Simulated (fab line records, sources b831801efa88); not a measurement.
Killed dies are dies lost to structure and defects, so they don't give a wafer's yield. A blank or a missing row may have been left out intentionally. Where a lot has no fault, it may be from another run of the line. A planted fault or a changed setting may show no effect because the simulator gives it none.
Lot-split experiment    flow sky130    on a route of 708 steps: 5 lots, 23 wafers read

## ABOUT THE SPLIT
At SKY_CONTACT_HDPCVD_02 (deposits SiO2, target thk 565 nm, time 94.2 s), the setting time s was moved away from the recipe's 94.2 s on 6 of the 23 wafers read, by -5.1% to +13.8%. All remaining wafers had this setting at the recipe value.

No step appears in the file between the split and the reading.

## THE READING
Values of CONTACT_HDPCVD_THK in nm from SKY_CONTACT_THK_MEAS_03. Typical for fault-free wafers on this fab line: 564 nm, with standard deviation 6.1 nm.

wafer   tool, chamber at the split  time s as run, s  against the recipe  CONTACT_HDPCVD_THK, nm  against lot-mates on the recipe
L076.2  hdpcvd-02, 1,2              102.2             +8.5%               624                     +52
L076.3  hdpcvd-02, 1,2              102.2             +8.5%               616                     +44
L076.4  hdpcvd-02, 0                94.2              recipe              564                     -
L076.5  hdpcvd-02, 1                94.2              recipe              581                     -
L076.6  hdpcvd-02, 2                94.2              recipe              572                     -
L080.1  hdpcvd-01, 2                94.2              recipe              559                     -
L080.3  hdpcvd-01, 1                107.2             +13.8%              647                     +88
L080.4  hdpcvd-01, 0                94.2              recipe              559                     -
L080.5  hdpcvd-01, 2                94.2              recipe              560                     -
L080.6  hdpcvd-01, 1                107.2             +13.8%              642                     +83
L081.1  hdpcvd-02, 0                94.2              recipe              560                     -
L081.2  hdpcvd-02, 1                94.2              recipe              560                     -
L081.3  hdpcvd-02, 2                94.2              recipe              567                     -
L081.4  hdpcvd-02, 1,0              94.2              recipe              554                     -
L081.6  hdpcvd-02, 1,0              94.2              recipe              553                     -
L082.1  hdpcvd-02, 2                89.37             -5.1%               536                     -19
L082.2  hdpcvd-02, 0                89.37             -5.1%               528                     -27
L082.4  hdpcvd-02, 0                94.2              recipe              551                     -
L082.5  hdpcvd-02, 1,2              94.2              recipe              561                     -
L082.6  hdpcvd-02, 1,2              94.2              recipe              552                     -
L084.3  hdpcvd-01, 2                94.2              recipe              559                     -
L084.5  hdpcvd-01, 2                94.2              recipe              552                     -
L084.6  hdpcvd-01, 1                94.2              recipe              564                     -
Rows listing several chambers each stand for several wafers; the file does not say which wafer went through which chamber.

FIT RESULTS
A straight line over all 23 wafers: CONTACT_HDPCVD_THK changes by +6.23 nm for each +1% of time s; r = +0.97; the points scatter about the line by 7.4 nm.
The same after taking each lot's own level away (the mean of its wafers on the recipe; 23 wafers): +5.82 nm for each +1%; r = +0.98; scatter 5.4 nm.
Per that fit: largest time s move, reading shift of 80 nm.
The lots' own levels span 554.7 to 572.3 nm, that is 2.9 times the standard deviation above.
Consequently the slope shifts little with the lot-to-lot level, the two slopes agreeing.
Check: +78 nm against its lot-mates is what the line predicts for one of the wafers moved furthest among these (+13.8%) when that wafer is left out of the fit. It came out at +87.7 nm against them.

## FURTHER SPLITS ON THESE WAFERS
These wafers also went through other splits before the reading. Each is held against what the fit with the lots' levels taken away leaves over:
other split on the same wafers                  wafers away from the commonest value  r with CONTACT_HDPCVD_THK (lot level and that fit taken away)
SKY_LOCAL_INTERCONNECT_SPUTTER_00 power w       5                                     +0.04
SKY_LOCAL_INTERCONNECT_SOFTBAKE_07 time s       7                                     +0.47
SKY_LOCAL_INTERCONNECT_STRIP_15 pressure mtorr  18                                    -0.17

## THE WHOLE CHAIN: every reading that the file lists as answering this split, in the file's order
step                     what it does                                   reading                                                                            change (the file's fit)               r (the file's)
SKY_CONTACT_HDPCVD_02    deposits SiO2, target thk 565 nm, time 94.2 s  SiO2_of_CONTACT_HDPCVD_02.thk nm (the simulator's own value, which no gauge read)  +5.9 nm for each +1% of the setting   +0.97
SKY_CONTACT_THK_MEAS_03                                                 CONTACT_HDPCVD_THK                                                                 +5.86 for each +1% of the setting     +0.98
SKY_CONTACT_CMP_04       polishes SiO2                                  time to endpoint s                                                                 withheld for each +1% of the setting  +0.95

## FILE'S OWN FIT
CONTACT_HDPCVD_THK changes by +5.86 nm for each +1% of time s, r = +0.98.
